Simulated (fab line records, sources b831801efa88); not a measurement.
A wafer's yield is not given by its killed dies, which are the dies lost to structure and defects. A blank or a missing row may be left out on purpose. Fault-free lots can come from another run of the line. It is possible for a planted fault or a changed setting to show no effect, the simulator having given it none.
Which of the tools did it? + flow gf180mcu + 38 wafers from 13 lots sampled at 3 of the route's 602 steps

## WHAT THE GAUGES READ, wafer by wafer
GF_STI_THK_MEAS_22.
| lot  | measured    | on            | STI_OXIDATION_01_THK (nm) |
|------|-------------|---------------|---------------------------|
| L855 | day 2 03:40 | film-metro-02 | 15.5 15.2 15.2            |
| L856 | day 2 07:47 | film-metro-01 | 15.1 15.3 15.4            |
| L857 | day 2 16:52 | film-metro-02 | 14.7 14.6 14.4            |
| L860 | day 3 07:07 | film-metro-02 | 15.4 15.2 15.1            |
| L861 | day 3 11:02 | film-metro-02 | 14.9 14.7 14.8            |
| L862 | day 3 19:49 | film-metro-01 | 15.4 15.5 15.5            |
| L863 | day 3 23:20 | film-metro-04 | 15.2 15.0 14.8            |
| L865 | day 4 06:39 | film-metro-01 | 14.6 14.8 14.8            |
| L867 | day 4 17:12 | film-metro-01 | 15.4 15.2                 |
| L875 | day 6 09:34 | film-metro-04 | 14.7 14.6 14.4            |
| L876 | day 6 15:47 | film-metro-04 | 15.0 14.9 14.9            |
| L877 | day 6 21:04 | film-metro-02 | 14.9 14.9 15.0            |
| L878 | day 7 05:05 | film-metro-02 | 15.1 15.1 15.3            |

GF_MVPSD_TW_MEAS_11.
| lot  | measured     | on            | MVPSD_TW          |
|------|--------------|---------------|-------------------|
| L855 | day 4 21:56  | film-metro-01 | 553.1 555.9 555.7 |
| L856 | day 5 03:43  | film-metro-04 | 560.0 556.9 557.2 |
| L857 | day 5 19:36  | film-metro-03 | 555.3 554.3 553.7 |
| L860 | day 6 09:15  | film-metro-04 | 554.4 554.7 552.8 |
| L861 | day 6 12:30  | film-metro-04 | 553.3 551.3 556.6 |
| L862 | day 6 23:28  | film-metro-01 | 557.4 558.8 556.0 |
| L863 | day 7 04:19  | film-metro-01 | 553.9 557.5 554.3 |
| L865 | day 7 13:10  | film-metro-03 | 557.3 555.8 555.6 |
| L867 | day 7 23:26  | film-metro-04 | 557.9 556.2       |
| L875 | day 10 00:19 | film-metro-03 | 556.9 558.1 554.9 |
| L876 | day 10 07:40 | film-metro-03 | 559.6 560.1 558.5 |
| L877 | day 10 10:42 | film-metro-04 | 558.2 559.8 560.1 |
| L878 | day 10 21:26 | film-metro-03 | 558.2 557.4 559.1 |

## TOOL THAT RAN EACH LOT (tool first, then ch and the chambers of the sampled wafers, then the start)
| lot  | GF_STI_ETCH_14                  |
|------|---------------------------------|
| L855 | rie-si-02 ch 0,3, day 2 01:49   |
| L856 | rie-si-01 ch 0,1, day 2 05:49   |
| L857 | rie-si-01 ch 0,2,3, day 2 12:16 |
| L860 | rie-si-02 ch 0,1, day 3 03:49   |
| L861 | rie-si-02 ch 1,2,3, day 3 09:00 |
| L862 | rie-si-02 ch 1,2,3, day 3 17:25 |
| L863 | rie-si-02 ch 0,1,2, day 3 20:57 |
| L865 | rie-si-01 ch 0,1, day 4 04:57   |
| L867 | rie-si-02 ch 2,3, day 4 14:55   |
| L875 | rie-si-01 ch 2,3, day 6 07:54   |
| L876 | rie-si-01 ch 0,2, day 6 14:07   |
| L877 | rie-si-01 ch 2,3, day 6 19:22   |
| L878 | rie-si-02 ch 1,2,3, day 7 01:01 |
- GF_STI_ETCH_14: etches Si in HBr/Cl2/O2, target depth 360 nm, time 102.9 s.

## WHAT THE TOOLS THEMSELVES READ (means of the sampled wafers that have a number; where no wafer has one, the mark that the record gives instead)
GF_STI_ETCH_14.
| lot  | tool      | HBr_flow_sccm (sccm) | drypump-motor-current-A (A) | oes-product-au (a.u.) | rf-fwd-power-W (W) | run-length-s (s) | throttle-valve-pct (%) |
|------|-----------|----------------------|-----------------------------|-----------------------|--------------------|------------------|------------------------|
| L855 | rie-si-02 | 150.1                | 5.3                         | 0.995                 | 595.8              | 131.3            | 25.665                 |
| L856 | rie-si-01 | 150.5                | 5.8                         | 0.994                 | 598.2              | 131.4            | 25.654                 |
| L857 | rie-si-01 | 149.8                | 5.7                         | 1.000                 | 596.9              | 130.9            | 25.662                 |
| L860 | rie-si-02 | 149.8                | 5.7                         | 1.005                 | 598.2              | 131.3            | 25.651                 |
| L861 | rie-si-02 | 149.9                | 6.0                         | 1.007                 | 595.8              | 130.9            | 25.667                 |
| L862 | rie-si-02 | 149.6                | 6.0                         | 0.995                 | 594.5              | 133.3            | 25.652                 |
| L863 | rie-si-02 | 149.8                | 5.8                         | 1.004                 | 596.1              | 133.2            | 25.656                 |
| L865 | rie-si-01 | 150.2                | 5.8                         | 1.001                 | 595.3              | 131.7            | 25.661                 |
| L867 | rie-si-02 | 150.4                | 6.0                         | 0.996                 | 595.8              | 134.4            | 25.646                 |
| L875 | rie-si-01 | 149.9                | 5.6                         | 1.006                 | 597.2              | 130.7            | 25.647                 |
| L876 | rie-si-01 | 150.0                | 5.7                         | 0.995                 | 595.0              | 131.6            | 25.670                 |
| L877 | rie-si-01 | 149.8                | 5.6                         | 1.002                 | 597.2              | 130.9            | 25.659                 |
| L878 | rie-si-02 | 150.3                | 6.0                         | 0.995                 | 595.0              | 130.7            | 25.653                 |

## THE ANSWER, worked out from the rows above alone
Rule: the lots themselves supply what counts as usual. Put in order of their means at a reading, lots are off if they are a third of the lots or fewer, leave a main group of 4 or more, and stand apart from it by a gap of 3 or more times the standard deviation of the main group's means; of several such gaps the widest counts. A main group whose means are all the same, to the digits that the tables above print for the reading, isn't used. A lot without any number at a reading at which 4 lots or more have one is off too. Any other lot the step has rows for is counted as sound. First the gauges in route order, then the tools' own readings, where a lot's mean is used as printed above. The first step at which some lot is off is used, and at that step the reading that is off furthest; a lot without a number counts as furthest.
Off: L862, L863, L867 (GF_STI_ETCH_14, run-length-s). The main group has a mean of 131.1 s with a standard deviation of 0.35.
If a tool, at that step or one of the process steps before it, ran each lot that is off and ran no sound lot following the first of them, it fits. Of those tried, none fits.

## WHAT HAD BEEN PUT IN BY THE SIMULATOR
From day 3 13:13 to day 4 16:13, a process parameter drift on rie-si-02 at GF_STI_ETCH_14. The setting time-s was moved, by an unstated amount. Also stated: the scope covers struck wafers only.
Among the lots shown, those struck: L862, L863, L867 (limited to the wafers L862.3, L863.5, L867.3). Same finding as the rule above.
